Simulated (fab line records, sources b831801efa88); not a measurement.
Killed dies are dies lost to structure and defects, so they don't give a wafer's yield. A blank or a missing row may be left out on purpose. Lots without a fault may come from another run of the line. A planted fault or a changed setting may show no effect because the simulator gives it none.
A struck lot beside a sound one | flow sky130 | 42 steps out of a route of 708
Sound: wafers L660.1, L660.2, L660.3. Struck: wafers L671.1, L671.3, L671.5. The cause comes at the end.
At each step with rows: each side's tool, then ch and its chambers, then its first start. Under that, the readings that differ: sound wafers | struck wafers | difference of the means | sigmas: that difference in standard deviations of wafers without a fault.
alike: readings whose means differ by less than 2 such deviations, and words and numbers that are the same on both sides. not compared: withheld readings, readings that some wafer has no value for, bounds like >300 that may hide the same value, and numbers for which the record gives no deviation and whose values overlap.
The two part at a step that has a row with sigmas, a row that says differs or no value, or rows on one side only. Numbers that don't overlap but have no deviation are shown without sigmas and don't part them. A reading that every wafer of one side lacks parts them only if that side has two wafers or more.

SKY_POLY_CUT_ETCH_10: etches BARC in N2/H2, stops on SiO2, time 45.9 s, target depth 60 nm.
  sound on rie_diel-04 ch 0,1,3, day 27 12:31; struck on rie_diel-04 ch 0,2,3, day 31 12:58
  alike: drypump_motor_current_A, oes_product_au, throttle_valve_pct
  not compared: rf_hours_counter_h
SKY_POLY_CUT_ETCH_11: etches Si3N4 in CF4/CH2F2/Ar, stops on poly-Si, time 42.5 s, target depth 60 nm.
  sound on rie_diel-04 ch 0,1,3, day 27 12:34; struck on rie_diel-04 ch 0,2,3, day 31 13:00
  alike: drypump_motor_current_A, oes_product_au, throttle_valve_pct
  not compared: rf_hours_counter_h
SKY_POLY_CUT_STRIP_12: strips in O2/N2.
  sound on plasma_asher-04 ch 0,1, day 27 12:36; struck on plasma_asher-03 ch 0,1, day 31 13:02
  alike: drypump_motor_current_A, oes_product_au, strip_time_to_endpoint_s
  not compared: rf_hours_counter_h
then, 7 steps without rows for these wafers: SKY_SD_P_DEHYDRATE_00 (time 60 s); SKY_SD_P_HMDS_01 (prime time 60 s); SKY_SD_P_COAT_02 (resist thk 1140 nm); SKY_SD_P_SOFTBAKE_03 (time 60 s); SKY_SD_P_EXPOSE_04 (exposes mask PSDM, target cd 380 nm); SKY_SD_P_PEB_05; SKY_SD_P_DEVELOP_06 (develop time 60 s).
SKY_SD_P_CD_MEAS_07: target cd 380 nm.
  sound on cd_sem-02, day 28 17:06; struck on cd_sem-02, day 32 16:09
  alike: cd_nm
SKY_SD_P_OVL_MEAS_08:
  sound on overlay-02, day 28 17:13; struck on overlay-02, day 32 16:16
  alike: SD_P_OVL
SKY_SD_P_IMPLANT_09:
  sound on implanter-02 ch 0, day 28 17:16; struck on implanter-04 ch 0, day 32 16:19
  reading            | sound             | struck            | difference | sigmas
  tilt_deg (degrees) | 0.025 0.007 0.002 | 6.958 6.968 6.956 | +6.949     | +99 or more
  alike: beam_on_s
SKY_SD_P_STRIP_10: strips in O2/N2.
  sound on plasma_asher-03 ch 0,1, day 28 17:25; struck on plasma_asher-04 ch 0,1, day 32 16:28
  alike: drypump_motor_current_A, oes_product_au, strip_time_to_endpoint_s
  not compared: rf_hours_counter_h
SKY_SD_P_TW_MEAS_11:
  sound on film_metro-01, day 28 17:31; struck on film_metro-01, day 32 16:54
  reading | sound          | struck         | difference | sigmas
  SD_P_TW | 2811 2802 2797 | 2970 2960 2964 | +161       | +6
  not compared: hold
then, 8 steps without rows for these wafers: SKY_RES_XHIGH_HMDS_01 (prime time 60 s); SKY_RES_XHIGH_COAT_02 (resist thk 1140 nm); SKY_RES_XHIGH_SOFTBAKE_03 (time 60 s); SKY_RES_XHIGH_EXPOSE_04 (exposes mask URPM, target cd 1270 nm); SKY_RES_XHIGH_PEB_05; SKY_RES_XHIGH_DEVELOP_06 (develop time 60 s); SKY_RES_XHIGH_IMPLANT_07; SKY_RES_XHIGH_STRIP_08 (strips in O2/N2).
SKY_RES_XHIGH_TW_MEAS_09:
  sound on film_metro-03, day 29 20:54; struck on film_metro-03, day 33 18:58
  alike: RES_XHIGH_TW
then, 7 steps without rows for these wafers: SKY_SD_N_DEHYDRATE_00 (time 60 s); SKY_SD_N_HMDS_01 (prime time 60 s); SKY_SD_N_COAT_02 (resist thk 1140 nm); SKY_SD_N_SOFTBAKE_03 (time 60 s); SKY_SD_N_EXPOSE_04 (exposes mask NSDM, target cd 380 nm); SKY_SD_N_PEB_05; SKY_SD_N_DEVELOP_06 (develop time 60 s).
SKY_SD_N_CD_MEAS_07: target cd 380 nm.
  sound on cd_sem-02, day 31 00:39; struck on cd_sem-01, day 34 20:46
  alike: cd_nm
SKY_SD_N_OVL_MEAS_08:
  sound on overlay-02, day 31 00:46; struck on overlay-02, day 34 20:53
  alike: SD_N_OVL
then, 3 steps without rows for these wafers: SKY_SD_N_IMPLANT_09; SKY_SD_N_IMPLANT_10; SKY_SD_N_STRIP_11 (strips in O2/N2).
SKY_SD_N_TW_MEAS_12:
  sound on film_metro-01, day 31 01:13; struck on film_metro-03, day 34 21:19
  alike: SD_N_TW
then, 1 step without rows for these wafers: SKY_SD_N_CLEAN_13 (cleans in SC1/SC2, time 150 s).
SKY_SD_N_RTA_14: time 2 s.
  sound on rtp_anneal-01 ch 0, day 31 01:19; struck on rtp_anneal-01 ch 0, day 34 21:26
  alike: lamp_power_pct, wafer_temp_C_max
SKY_SD_N_RS_MEAS_16: measures by four-point-probe.
  sound on film_metro-01, day 31 01:30; struck on film_metro-01, day 34 21:36
  reading          | sound             | struck            | difference | sigmas
  SD_N_RS (ohm/sq) | 68.12 68.45 68.33 | 68.64 68.56 68.64 | +0.31      | +2
SKY_SD_N_RS_MEAS_17: measures by four-point-probe.
  sound on film_metro-01, day 31 01:37; struck on film_metro-01, day 34 22:01
  reading          | sound             | struck            | difference | sigmas
  SD_P_RS (ohm/sq) | 145.8 146.3 146.9 | 138.8 138.9 138.6 | -7.6       | -18
  not compared: hold
-- the record jumps here: 15 days lie between the struck wafers' starts before and after (it left off in module SD_N and takes up again in module PAD_OPEN, whose first step shown is number 708 of the route) --
SKY_PAD_OPEN_PROBE_99:
  sound on prober-01, day 47 16:56; struck on prober-02, day 50 09:05
  reading                         | sound             | struck            | difference | sigmas
  model.etest.res_pdiff.rs_ohm_sq | 193.6 195.1 194.3 | 202.4 199.5 202.4 | +7.1       |
  alike: killed_at_M0_to_M3, killed_at_M4_up, killed_at_contacts, killed_at_front_end, killed_at_other, killed_dies, killed_open, killed_short

WHERE THEY PART
First at SKY_SD_P_IMPLANT_09; last, within this record, at SKY_SD_N_RS_MEAS_17. Later steps at which nothing parts them and some readings are alike: SKY_PAD_OPEN_PROBE_99.

WHY: what the simulator had put in
Process parameter drift: implanter-04, from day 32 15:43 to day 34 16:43, at SKY_SD_P_IMPLANT_09. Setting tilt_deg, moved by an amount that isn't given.
